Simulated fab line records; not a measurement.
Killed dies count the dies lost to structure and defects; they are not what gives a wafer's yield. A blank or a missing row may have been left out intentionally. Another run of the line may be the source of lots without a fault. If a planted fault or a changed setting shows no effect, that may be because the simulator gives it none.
Which tool did it? | flow sky130 | Sampling: 15 lots, 45 wafers, 6 of 708 route steps

## WHAT EACH GAUGE READ, for each wafer
SKY_SONOS_ONO_THK_MEAS_01. Usual: SONOS_ONO_OXIDATION_THK 2.60 nm, standard deviation 0.06.
lot  | measured     | on            | SONOS_ONO_OXIDATION_THK (nm) | flag
L352 | day 11 16:53 | film metro-01 | 2.56 2.46 2.54               |
L355 | day 12 05:14 | film metro-04 | 2.63 2.67 2.67               |
L354 | day 12 12:38 | film metro-01 | 2.66 2.61 2.54               |
L357 | day 13 01:10 | film metro-01 | 2.61 2.61 2.68               |
L359 | day 13 15:22 | film metro-02 | 2.62 2.61 2.64               |
L358 | day 13 15:23 | film metro-04 | 2.58 2.57 2.54               |
L362 | day 14 13:49 | film metro-01 | 2.50 2.47 2.58               |
L366 | day 15 13:49 | film metro-02 | 2.57 2.65 2.49               |
L367 | day 16 04:41 | film metro-01 | 2.70 2.67 2.62               |
L368 | day 16 08:30 | film metro-04 | 2.70 2.71 2.68               |
L370 | day 17 03:55 | film metro-02 | 2.56 2.59 2.54               |
L372 | day 18 09:13 | film metro-02 | 2.56 2.52 2.55               |
L373 | day 19 08:06 | film metro-01 | 2.67 2.63 2.63               |
L374 | day 19 09:28 | film metro-02 | 2.66 2.68 2.66               |
L375 | day 19 10:50 | film metro-01 | 2.62 2.57 2.60               |

SKY_LDD_N_TW_MEAS_17. Usual: LDD_N_TW 2609, standard deviation 13.
lot  | measured     | on            | LDD_N_TW       | flag
L352 | day 18 03:35 | film metro-02 | 2590 2593 2611 |
L355 | day 18 22:04 | film metro-04 | 2608 2614 2610 |
L354 | day 18 16:38 | film metro-02 | 2590 2613 2589 |
L357 | day 19 20:16 | film metro-01 | 2617 2622 2620 |
L359 | day 20 04:40 | film metro-04 | 2613 2615 2610 |
L358 | day 20 04:23 | film metro-04 | 2623 2625 2628 |
L362 | day 21 04:58 | film metro-01 | 2615 2609 2622 |
L366 | day 22 09:49 | film metro-02 | 2588 2599 2598 |
L367 | day 23 03:19 | film metro-04 | 2609 2600 2595 |
L368 | day 23 08:49 | film metro-02 | 2613 2607 2612 |
L370 | day 24 03:46 | film metro-02 | 2615 2613 2617 |
L372 | day 25 04:46 | film metro-01 | 2618 2616 2611 |
L373 | day 26 00:04 | film metro-02 | 2589 2603 2592 |
L374 | day 26 02:47 | film metro-01 | 2635 2623 2627 |
L375 | day 26 05:20 | film metro-02 | 2591 2593 2585 |

SKY_LDD_P_TW_MEAS_11. Usual: LDD_P_TW 641, standard deviation 3.1.
lot  | measured     | on            | LDD_P_TW    | flag
L352 | day 19 10:36 | film metro-02 | 642 646 646 |
L355 | day 20 04:20 | film metro-03 | 642 644 642 |
L354 | day 19 23:34 | film metro-02 | 645 643 638 |
L357 | day 21 02:26 | film metro-03 | 30 30 30    | OFF
L359 | day 21 10:53 | film metro-02 | 30 30 30    | OFF
L358 | day 21 10:45 | film metro-02 | 30 30 30    | OFF
L362 | day 22 11:32 | film metro-02 | 639 639 641 |
L366 | day 23 15:35 | film metro-04 | 638 640 639 |
L367 | day 24 09:02 | film metro-03 | 644 643 643 |
L368 | day 24 15:23 | film metro-04 | 641 646 644 |
L370 | day 25 08:56 | film metro-03 | 641 647 642 |
L372 | day 26 10:44 | film metro-03 | 642 637 640 |
L373 | day 27 05:20 | film metro-02 | 648 645 645 |
L374 | day 27 07:30 | film metro-04 | 643 642 641 |
L375 | day 27 10:03 | film metro-03 | 640 642 638 |

## WHAT TOOL EACH LOT RAN ON (gives the tool, then ch and the chambers of the sampled wafers, and finally the start)
lot  | SKY_SONOS_ONO_STRIP_17               | SKY_LDD_N_STRIP_16                   | SKY_LDD_P_STRIP_10
L352 | plasma asher-03 ch 0,1, day 12 19:20 | plasma asher-02 ch 0,1, day 18 03:30 | plasma asher-01 ch 0,1, day 19 10:31
L355 | plasma asher-01 ch 0,1, day 13 09:20 | plasma asher-01 ch 0, day 18 21:58   | plasma asher-04 ch 0,1, day 20 04:14
L354 | plasma asher-01 ch 0,1, day 13 15:10 | plasma asher-03 ch 0,1, day 18 16:33 | plasma asher-01 ch 0,1, day 19 23:28
L357 | plasma asher-01 ch 0,1, day 14 05:13 | plasma asher-02 ch 0,1, day 19 20:10 | plasma asher-04 ch 0,1, day 21 02:20
L359 | plasma asher-02 ch 0,1, day 14 18:15 | plasma asher-01 ch 0,1, day 20 04:34 | plasma asher-03 ch 1, day 21 10:47
L358 | plasma asher-03 ch 0,1, day 14 18:41 | plasma asher-02 ch 0,1, day 20 04:18 | plasma asher-04 ch 0,1, day 21 10:40
L362 | plasma asher-03 ch 0,1, day 15 18:39 | plasma asher-02 ch 0,1, day 21 04:52 | plasma asher-04 ch 0,1, day 22 11:26
L366 | plasma asher-02 ch 1, day 16 20:37   | plasma asher-01 ch 0,1, day 22 09:43 | plasma asher-01 ch 0,1, day 23 15:29
L367 | plasma asher-02 ch 0,1, day 17 14:59 | plasma asher-01 ch 0,1, day 23 03:13 | plasma asher-01 ch 0,1, day 24 08:56
L368 | plasma asher-02 ch 0,1, day 17 18:24 | plasma asher-03 ch 0,1, day 23 08:43 | plasma asher-03 ch 0,1, day 24 15:17
L370 | plasma asher-02 ch 0,1, day 18 15:26 | plasma asher-03 ch 0,1, day 24 03:40 | plasma asher-04 ch 0, day 25 08:50
L372 | plasma asher-02 ch 0,1, day 19 19:29 | plasma asher-02 ch 0,1, day 25 04:40 | plasma asher-04 ch 0,1, day 26 10:38
L373 | plasma asher-01 ch 0, day 20 16:51   | plasma asher-03 ch 1, day 25 23:58   | plasma asher-01 ch 0, day 27 05:14
L374 | plasma asher-03 ch 0,1, day 20 17:48 | plasma asher-01 ch 0,1, day 26 02:40 | plasma asher-01 ch 0,1, day 27 07:23
L375 | plasma asher-03 ch 0,1, day 20 20:47 | plasma asher-01 ch 0,1, day 26 05:15 | plasma asher-01 ch 0,1, day 27 09:58
- SKY_SONOS_ONO_STRIP_17: strips in O2/N2.
- SKY_LDD_N_STRIP_16: strips in O2/N2.
- SKY_LDD_P_STRIP_10: strips in O2/N2.

## WHAT THE TOOLS THEMSELVES READ (means of the sampled wafers that have a number; where no wafer has one, the mark that the record gives instead)
SKY_SONOS_ONO_STRIP_17. Usual: chamber pressure mTorr 1500 mTorr, standard deviation 3.1; drypump motor current A 5.7 A, standard deviation 0.43; oes product au 0.710 a.u., standard deviation 0.0048; strip time to endpoint s 14.08 s, standard deviation 0.042.
lot  | tool            | chamber pressure mTorr (mTorr) | drypump motor current A (A) | oes product au (a.u.) | strip time to endpoint s (s) | flag
L352 | plasma asher-03 | 1500                           | 5.9                         | 0.712                 | 14.11                        |
L355 | plasma asher-01 | 1501                           | 5.8                         | 0.707                 | 14.08                        |
L354 | plasma asher-01 | 1490                           | 5.8                         | 0.710                 | 14.10                        | OFF
L357 | plasma asher-01 | 1501                           | 5.8                         | 0.709                 | 14.03                        |
L359 | plasma asher-02 | 1499                           | 5.6                         | 0.711                 | 14.11                        |
L358 | plasma asher-03 | 1502                           | 5.9                         | 0.710                 | 14.14                        |
L362 | plasma asher-03 | 1501                           | 5.9                         | 0.705                 | 14.09                        |
L366 | plasma asher-02 | 1501                           | 6.1                         | 0.713                 | 14.10                        |
L367 | plasma asher-02 | 1500                           | 5.6                         | 0.710                 | 14.10                        |
L368 | plasma asher-02 | 1500                           | 5.6                         | 0.711                 | 14.10                        |
L370 | plasma asher-02 | 1500                           | 5.8                         | 0.704                 | 14.09                        |
L372 | plasma asher-02 | 1499                           | 5.8                         | 0.714                 | 14.09                        |
L373 | plasma asher-01 | 1499                           | 5.7                         | 0.714                 | 14.10                        |
L374 | plasma asher-03 | 1498                           | 5.5                         | 0.708                 | 14.02                        |
L375 | plasma asher-03 | 1501                           | 5.5                         | 0.712                 | 14.11                        |

SKY_LDD_N_STRIP_16. Usual: chamber pressure mTorr 1499.8 mTorr, standard deviation 1.5; drypump motor current A 5.7 A, standard deviation 0.39; oes product au 0.406 a.u., standard deviation 0.0047; strip time to endpoint s 4.308 s, standard deviation 0.015.
lot  | tool            | chamber pressure mTorr (mTorr) | drypump motor current A (A) | oes product au (a.u.) | strip time to endpoint s (s) | flag
L352 | plasma asher-02 | 1499.6                         | 5.8                         | 0.404                 | 4.305                        |
L355 | plasma asher-01 | 1500.8                         | 5.7                         | 0.401                 | 4.298                        |
L354 | plasma asher-03 | 1499.4                         | 5.9                         | 0.406                 | 4.314                        |
L357 | plasma asher-02 | -                              | -                           | -                     | -                            | OFF
L359 | plasma asher-01 | -                              | -                           | -                     | -                            | OFF
L358 | plasma asher-02 | -                              | -                           | -                     | -                            | OFF
L362 | plasma asher-02 | 1500.8                         | 5.8                         | 0.406                 | 4.302                        |
L366 | plasma asher-01 | 1498.9                         | 5.8                         | 0.410                 | 4.312                        |
L367 | plasma asher-01 | 1499.7                         | 5.8                         | 0.410                 | 4.317                        |
L368 | plasma asher-03 | 1499.2                         | 5.9                         | 0.402                 | 4.322                        |
L370 | plasma asher-03 | 1499.5                         | 5.9                         | 0.407                 | 4.303                        |
L372 | plasma asher-02 | 1499.1                         | 5.6                         | 0.403                 | 4.315                        |
L373 | plasma asher-03 | 1500.7                         | 5.2                         | 0.405                 | 4.309                        |
L374 | plasma asher-01 | 1501.0                         | 5.8                         | 0.408                 | 4.311                        |
L375 | plasma asher-01 | 1500.4                         | 5.8                         | 0.405                 | 4.307                        |

SKY_LDD_P_STRIP_10. Usual: chamber pressure mTorr 1500.1 mTorr, standard deviation 1.4; drypump motor current A 5.7 A, standard deviation 0.33; oes product au 0.715 a.u., standard deviation 0.0045; strip time to endpoint s 14.17 s, standard deviation 0.047.
lot  | tool            | chamber pressure mTorr (mTorr) | drypump motor current A (A) | oes product au (a.u.) | strip time to endpoint s (s) | flag
L352 | plasma asher-01 | 1498.8                         | 5.8                         | 0.715                 | 14.18                        |
L355 | plasma asher-04 | 1500.5                         | 5.7                         | 0.714                 | 14.20                        |
L354 | plasma asher-01 | 1501.7                         | 5.8                         | 0.715                 | 14.16                        |
L357 | plasma asher-04 | 1500.8                         | 5.7                         | 0.718                 | 18.75                        | OFF
L359 | plasma asher-03 | 1499.9                         | 5.2                         | 0.716                 | 18.82                        | OFF
L358 | plasma asher-04 | 1500.4                         | 5.7                         | 0.715                 | 18.66                        | OFF
L362 | plasma asher-04 | 1500.4                         | 5.7                         | 0.715                 | 14.15                        |
L366 | plasma asher-01 | 1500.8                         | 5.8                         | 0.714                 | 14.19                        |
L367 | plasma asher-01 | 1500.5                         | 5.8                         | 0.716                 | 14.19                        |
L368 | plasma asher-03 | 1500.0                         | 5.9                         | 0.713                 | 14.20                        |
L370 | plasma asher-04 | 1498.2                         | 5.7                         | 0.722                 | 14.09                        |
L372 | plasma asher-04 | 1500.7                         | 5.7                         | 0.714                 | 14.10                        |
L373 | plasma asher-01 | 1500.7                         | 5.7                         | 0.716                 | 14.14                        |
L374 | plasma asher-01 | 1498.9                         | 5.8                         | 0.714                 | 14.14                        |
L375 | plasma asher-01 | 1500.2                         | 5.8                         | 0.723                 | 14.13                        |

## THE ANSWER, worked out from the rows above alone
Rule: lot off if the mean of its wafers having a number is beyond 3 standard deviations from the usual mean. Also off: a lot with no number at a reading for which 4 or more lots have one. All remaining lots with rows at the step are treated as sound. Order of review: gauges by route order, followed by the tools' own readings, for which a lot's mean as printed above is used. The first step at which some lot is off is used, and at that step the reading that is off furthest; a lot without a number counts as furthest.
Off: L357, L359, L358, at SKY_LDD_P_TW_MEAS_11 (LDD_P_TW).
A tool fits if, at a process step before that reading, it ran every lot that is off, and no sound lot after the first of them. Not tried: the gauges at SKY_LDD_P_TW_MEAS_11; whatever is off there is also off at SKY_LDD_N_STRIP_16, on other tools, and gauge error can't account for it. No candidate that was tried fits.

## WHAT THE SIMULATOR PUT IN
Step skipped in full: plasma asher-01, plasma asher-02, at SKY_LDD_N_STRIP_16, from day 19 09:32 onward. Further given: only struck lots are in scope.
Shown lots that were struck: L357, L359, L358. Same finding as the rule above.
